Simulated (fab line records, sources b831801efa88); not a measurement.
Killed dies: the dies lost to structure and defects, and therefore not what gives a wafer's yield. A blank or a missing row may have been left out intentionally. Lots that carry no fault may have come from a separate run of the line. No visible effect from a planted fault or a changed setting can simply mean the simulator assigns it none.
fab line records ; flow sky130
record: lots: 13; wafers: 39; last_day: 50
route steps=708 shown FIELD_ISO@14 NWELL@60 VT_ADJUST_LVTN@104 VT_ADJUST_PCH@150
lots that met no fault: from a run of the same line without faults
start_h: hours from the record's first day to the start of the lot's first wafer shown ; wait_h: how many hours have passed since the lot's step before this one ; " unchanged from the row above ; L1.1+2: several wafers, shown together as one row ; - value missing, or start not given ; * or withheld: withheld ; < > ~ a bound
route shown NAME@n: names a module that has steps shown in the file, with the first one's number in the route ; usual: mean/standard deviation taken from wafers without a fault ; same: alike in all rows ; chamber/n: place in a boat ; sites: the reading at each site ; _std_site: standard deviation of those values ; _edge_site: outer sites' mean less inner sites' ; radius_mm: how far each site lies from the wafer's centre ; mask NAME#n: copy n ; behind: the most recent tool/chamber to have shaped the wafer ; hold: why the lot went on hold/how many hours it stayed there/how the hold came to an end ; device: the transistor (n, p or np) that didn't switch ; end of line: tests run on the same wafers once the route is complete ; where a step has no rows: the recipe by itself ; killed: at the first sort, the dies lost to defects and structure; wafer yield is something else ; map: dies across one wafer; x = killed, . = not, _ = none there
set.NAME: the setting that was run; set.NAME@STEP: the one run at that earlier step ; model.NAME: the simulator's own value behind a step, which no gauge read
route steps across a sampled set of lots; one table per step, one row per wafer
services: when a tool's chamber went out of use (start_h, in hours from the record's first day, below 0 if earlier), for how many hours, and the reason
== steps ==
step: SKY_FIELD_ISO_CD_MEAS_13
recipe: target_cd_nm: 150
usual: cd_nm: 150.0/1.5
lot.wafer;tool;chamber;start_h;wait_h;cd_nm
L703.3;cd_sem-01;-;36.46;-;150.6
L703.4;cd_sem-01;-;36.46;-;151.1
L703.5;cd_sem-01;-;36.46;-;150.6
L704.1;cd_sem-02;-;39.23;-;149.3
L704.3;cd_sem-02;-;39.23;-;150.0
L704.5;cd_sem-02;-;39.23;-;150.9
L706.2;cd_sem-02;-;52.83;-;153.1
L706.3;cd_sem-02;-;52.83;-;152.6
L706.4;cd_sem-02;-;52.83;-;154.2
L708.4;cd_sem-01;-;61.74;-;150.4
L708.5;cd_sem-01;-;61.74;-;149.0
L708.6;cd_sem-01;-;61.74;-;148.7
L709.2;cd_sem-02;-;65.28;-;151.2
L709.3;cd_sem-02;-;65.28;-;150.1
L709.4;cd_sem-02;-;65.28;-;151.3
L712.3;cd_sem-02;-;80.80;-;150.1
L712.4;cd_sem-02;-;80.80;-;149.8
L712.6;cd_sem-02;-;80.80;-;150.7
L713.3;cd_sem-01;-;89.02;-;148.5
L713.5;cd_sem-01;-;89.02;-;149.3
L713.6;cd_sem-01;-;89.02;-;148.8
L714.1;cd_sem-02;-;92.61;-;149.0
L714.4;cd_sem-02;-;92.61;-;150.0
L714.5;cd_sem-02;-;92.61;-;150.5
L715.2;cd_sem-01;-;99.18;-;149.7
L715.4;cd_sem-01;-;99.18;-;150.6
L715.6;cd_sem-01;-;99.18;-;149.9
L716.3;cd_sem-02;-;102.97;-;150.5
L716.4;cd_sem-02;-;102.97;-;150.2
L716.6;cd_sem-02;-;102.97;-;152.0
L718.3;cd_sem-02;-;110.95;-;150.4
L718.4;cd_sem-02;-;110.95;-;150.3
L718.5;cd_sem-02;-;110.95;-;148.8
L723.1;cd_sem-01;-;138.71;-;146.9
L723.5;cd_sem-01;-;138.71;-;147.2
L723.6;cd_sem-01;-;138.71;-;147.1
L725.2;cd_sem-01;-;147.68;-;151.0
L725.4;cd_sem-01;-;147.68;-;150.4
L725.5;cd_sem-01;-;147.68;-;149.7
step: SKY_NWELL_EXPOSE_07
recipe: mask_id: NWM; na: 0.6; source_shape: conventional; sigma_outer: 0.6; polarization: unpolarized; target_cd_nm: 840; dose_mj: 255
lot.wafer;tool;chamber;start_h;wait_h;mask
L703.3+4+5;iline_stepper-02;0;82.30;-;NWM#0
L704.1+3+5;iline_stepper-02;0;88.55;-;NWM#0
L706.2+3+4;iline_stepper-02;0;100.09;-;NWM#0
L708.4+5+6;iline_stepper-02;0;114.41;-;NWM#0
L709.2+3+4;iline_stepper-02;0;121.80;-;NWM#0
L712.3+4+6;iline_stepper-02;0;133.70;-;NWM#0
L713.3+5+6;iline_stepper-02;0;142.25;-;NWM#0
L714.1+4+5;iline_stepper-01;0;146.96;-;NWM#0
L715.2+4+6;iline_stepper-02;0;156.32;-;HVTPM#0
L716.3+4+6;iline_stepper-02;0;158.54;-;NWM#0
L718.3+4+5;iline_stepper-02;0;168.36;-;NWM#0
L723.1+5+6;iline_stepper-01;0;202.09;-;NWM#0
L725.2+4+5;iline_stepper-01;0;207.95;-;NWM#0
step: SKY_NWELL_OVL_MEAS_10
usual: NWELL_00_OVL: -0.3/1.4
lot.wafer;tool;chamber;start_h;wait_h;NWELL_00_OVL[nm]
L703.3;overlay-02;-;91.01;-;-2.5
L703.4;overlay-02;-;91.01;-;-1.2
L703.5;overlay-02;-;91.01;-;-1.8
L704.1;overlay-02;-;97.18;-;-2.5
L704.3;overlay-02;-;97.18;-;-0.5
L704.5;overlay-02;-;97.18;-;-0.8
L706.2;overlay-02;-;108.82;-;-0.7
L706.3;overlay-02;-;108.82;-;1.3
L706.4;overlay-02;-;108.82;-;0.5
L708.4;overlay-02;-;122.78;-;-2.0
L708.5;overlay-02;-;122.78;-;-2.7
L708.6;overlay-02;-;122.78;-;-1.1
L709.2;overlay-01;-;132.12;-;2.5
L709.3;overlay-01;-;132.12;-;1.9
L709.4;overlay-01;-;132.12;-;3.5
L712.3;overlay-01;-;142.90;-;0.2
L712.4;overlay-01;-;142.90;-;1.4
L712.6;overlay-01;-;142.90;-;-0.3
L713.3;overlay-02;-;152.30;-;0.5
L713.5;overlay-02;-;152.30;-;-0.8
L713.6;overlay-02;-;152.30;-;-0.6
L714.1;overlay-01;-;156.58;-;1.1
L714.4;overlay-01;-;156.58;-;0.0
L714.5;overlay-01;-;156.58;-;1.2
L715.2;overlay-02;-;165.82;-;-
L715.4;overlay-02;-;165.82;-;-
L715.6;overlay-02;-;165.82;-;-
L716.3;overlay-01;-;168.50;-;-1.0
L716.4;overlay-01;-;168.50;-;-0.4
L716.6;overlay-01;-;168.50;-;0.4
L718.3;overlay-01;-;179.06;-;0.0
L718.4;overlay-01;-;179.06;-;0.2
L718.5;overlay-01;-;179.06;-;-0.2
L723.1;overlay-01;-;212.60;-;0.7
L723.5;overlay-01;-;212.60;-;-0.7
L723.6;overlay-01;-;212.60;-;1.4
L725.2;overlay-02;-;219.02;-;0.9
L725.4;overlay-02;-;219.02;-;-1.1
L725.5;overlay-02;-;219.02;-;-1.4
step: SKY_NWELL_TW_MEAS_15
usual: NWELL_TW: 1826/17
lot.wafer;tool;chamber;start_h;wait_h;NWELL_TW
L703.3;film_metro-04;-;91.61;0.1;1827
L703.4;film_metro-04;-;91.61;0.1;1833
L703.5;film_metro-04;-;91.61;0.1;1837
L704.1;film_metro-01;-;97.77;0.1;1832
L704.3;film_metro-01;-;97.77;0.1;1833
L704.5;film_metro-01;-;97.77;0.1;1837
L706.2;film_metro-04;-;109.41;0.1;1860
L706.3;film_metro-04;-;109.41;0.1;1853
L706.4;film_metro-04;-;109.41;0.1;1851
L708.4;film_metro-03;-;123.38;0.1;1801
L708.5;film_metro-03;-;123.38;0.1;1791
L708.6;film_metro-03;-;123.38;0.1;1795
L709.2;film_metro-01;-;132.71;0.1;1833
L709.3;film_metro-01;-;132.71;0.1;1827
L709.4;film_metro-01;-;132.71;0.1;1828
L712.3;film_metro-04;-;143.49;0.1;1845
L712.4;film_metro-04;-;143.49;0.1;1845
L712.6;film_metro-04;-;143.49;0.1;1856
L713.3;film_metro-04;-;152.89;0.1;1850
L713.5;film_metro-04;-;152.89;0.1;1855
L713.6;film_metro-04;-;152.89;0.1;1850
L714.1;film_metro-01;-;157.17;0.1;1827
L714.4;film_metro-01;-;157.17;0.1;1818
L714.5;film_metro-01;-;157.17;0.1;1835
L715.2;film_metro-01;-;166.41;0.1;30
L715.4;film_metro-01;-;166.41;0.1;30
L715.6;film_metro-01;-;166.41;0.1;30
L716.3;film_metro-01;-;169.09;0.1;1828
L716.4;film_metro-01;-;169.09;0.1;1823
L716.6;film_metro-01;-;169.09;0.1;1834
L718.3;film_metro-03;-;179.66;0.1;1816
L718.4;film_metro-03;-;179.66;0.1;1806
L718.5;film_metro-03;-;179.66;0.1;1808
L723.1;film_metro-03;-;213.19;0.1;1808
L723.5;film_metro-03;-;213.19;0.1;1814
L723.6;film_metro-03;-;213.19;0.1;1805
L725.2;film_metro-01;-;219.61;0.1;1811
L725.4;film_metro-01;-;219.61;0.1;1819
L725.5;film_metro-01;-;219.61;0.1;1811
step: SKY_VT_ADJUST_LVTN_OVL_MEAS_07
usual: VT_ADJUST_LVTN_OVL: 1.1/1.6
lot.wafer;tool;chamber;start_h;wait_h;VT_ADJUST_LVTN_OVL[nm]
L703.3;overlay-01;-;148.13;-;4.0
L703.4;overlay-01;-;148.13;-;3.7
L703.5;overlay-01;-;148.13;-;2.9
L704.1;overlay-01;-;154.42;-;2.3
L704.3;overlay-01;-;154.42;-;3.3
L704.5;overlay-01;-;154.42;-;3.0
L706.2;overlay-01;-;167.21;-;1.4
L706.3;overlay-01;-;167.21;-;-0.1
L706.4;overlay-01;-;167.21;-;0.8
L708.4;overlay-01;-;183.94;-;2.9
L708.5;overlay-01;-;183.94;-;4.0
L708.6;overlay-01;-;183.94;-;0.8
L709.2;overlay-01;-;193.63;-;3.1
L709.3;overlay-01;-;193.63;-;1.4
L709.4;overlay-01;-;193.63;-;2.1
L712.3;overlay-02;-;206.36;-;0.9
L712.4;overlay-02;-;206.36;-;-0.8
L712.6;overlay-02;-;206.36;-;-1.5
L713.3;overlay-01;-;218.16;-;1.7
L713.5;overlay-01;-;218.16;-;-1.7
L713.6;overlay-01;-;218.16;-;-0.4
L714.1;overlay-02;-;224.25;-;-2.4
L714.4;overlay-02;-;224.25;-;-0.3
L714.5;overlay-02;-;224.25;-;-1.8
L715.2;overlay-01;-;233.11;-;0.3
L715.4;overlay-01;-;233.11;-;0.7
L715.6;overlay-01;-;233.11;-;0.3
L716.3;overlay-02;-;236.72;-;2.8
L716.4;overlay-02;-;236.72;-;-0.7
L716.6;overlay-02;-;236.72;-;2.3
L718.3;overlay-01;-;247.47;-;0.6
L718.4;overlay-01;-;247.47;-;3.4
L718.5;overlay-01;-;247.47;-;3.9
L723.1;overlay-01;-;284.55;-;1.9
L723.5;overlay-01;-;284.55;-;2.3
L723.6;overlay-01;-;284.55;-;1.7
L725.2;overlay-01;-;290.06;-;2.5
L725.4;overlay-01;-;290.06;-;1.2
L725.5;overlay-01;-;290.06;-;-1.7
step: SKY_VT_ADJUST_PCH_OVL_MEAS_07
usual: VT_ADJUST_PCH_OVL: -0.2/1.6
lot.wafer;tool;chamber;start_h;wait_h;VT_ADJUST_PCH_OVL[nm]
L703.3;overlay-01;-;236.37;-;0.0
L703.4;overlay-01;-;236.37;-;1.0
L703.5;overlay-01;-;236.37;-;-0.3
L704.1;overlay-01;-;243.31;-;-0.1
L704.3;overlay-01;-;243.31;-;-0.5
L704.5;overlay-01;-;243.31;-;-1.7
L706.2;overlay-02;-;257.62;-;3.8
L706.3;overlay-02;-;257.62;-;0.6
L706.4;overlay-02;-;257.62;-;0.8
L708.4;overlay-01;-;275.19;-;-0.6
L708.5;overlay-01;-;275.19;-;1.2
L708.6;overlay-01;-;275.19;-;1.9
L709.2;overlay-02;-;285.54;-;-3.5
L709.3;overlay-02;-;285.54;-;0.7
L709.4;overlay-02;-;285.54;-;-1.8
L712.3;overlay-01;-;301.32;-;1.0
L712.4;overlay-01;-;301.32;-;2.2
L712.6;overlay-01;-;301.32;-;2.5
L713.3;overlay-01;-;313.97;-;-0.4
L713.5;overlay-01;-;313.97;-;-1.5
L713.6;overlay-01;-;313.97;-;-1.8
L714.1;overlay-02;-;319.73;-;-2.9
L714.4;overlay-02;-;319.73;-;-2.2
L714.5;overlay-02;-;319.73;-;0.5
L715.2;overlay-01;-;330.08;-;0.8
L715.4;overlay-01;-;330.08;-;-1.5
L715.6;overlay-01;-;330.08;-;1.1
L716.3;overlay-01;-;333.10;-;2.3
L716.4;overlay-01;-;333.10;-;0.5
L716.6;overlay-01;-;333.10;-;4.1
L718.3;overlay-01;-;345.83;-;-0.4
L718.4;overlay-01;-;345.83;-;-2.5
L718.5;overlay-01;-;345.83;-;-0.7
L723.1;overlay-02;-;389.37;-;0.4
L723.5;overlay-02;-;389.37;-;1.1
L723.6;overlay-02;-;389.37;-;-0.1
L725.2;overlay-02;-;400.02;-;-1.5
L725.4;overlay-02;-;400.02;-;-1.4
L725.5;overlay-02;-;400.02;-;-0.3
== services ==
tool;chamber;start_h;hours;kind
iline_stepper-02;0;59.84;-;calibration
iline_stepper-01;-;99.54;1.7;pm
iline_stepper-02;-;160.63;1.7;pm
iline_stepper-02;-;172.99;20.2;repair
iline_stepper-02;-;201.32;4.4;pm
== key ==
first_sign: step: SKY_NWELL_EXPOSE_07; reading: mask; direction: changed
effect: step: SKY_NWELL_OVL_MEAS_10; reading: NWELL_00_OVL; direction: missing
effect: step: SKY_NWELL_TW_MEAS_15; reading: NWELL_TW; direction: down; sigmas: 99+; usual: 1826; struck: 30
met_at SKY_NWELL_EXPOSE_07
struck_lots L715
sort_left_out L715.2,L715.4,L715.6
tester_left_out L715
not_acting_at SKY_FIELD_ISO_CD_MEAS_13,SKY_VT_ADJUST_LVTN_OVL_MEAS_07,SKY_VT_ADJUST_PCH_OVL_MEAS_07
onset_between 142.25 156.32
fault: kind: wrong_mask; tool: any; chamber: -; onset_h: 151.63; steps: SKY_NWELL_EXPOSE_07; aux_copy: HVTPM#0; scope: struck_lots_only
tester_left_out: of these lots the tester's yield and bins aren't shown, on N5 and GAA mostly nor the transistor test; their killed dies are dies lost to structure and defects alone, not to doping, threshold or leakage, so they don't give the yield
sort_left_out: the simulated sort isn't trusted on such a fault, so these wafers' sort isn't shown, and their yield isn't known
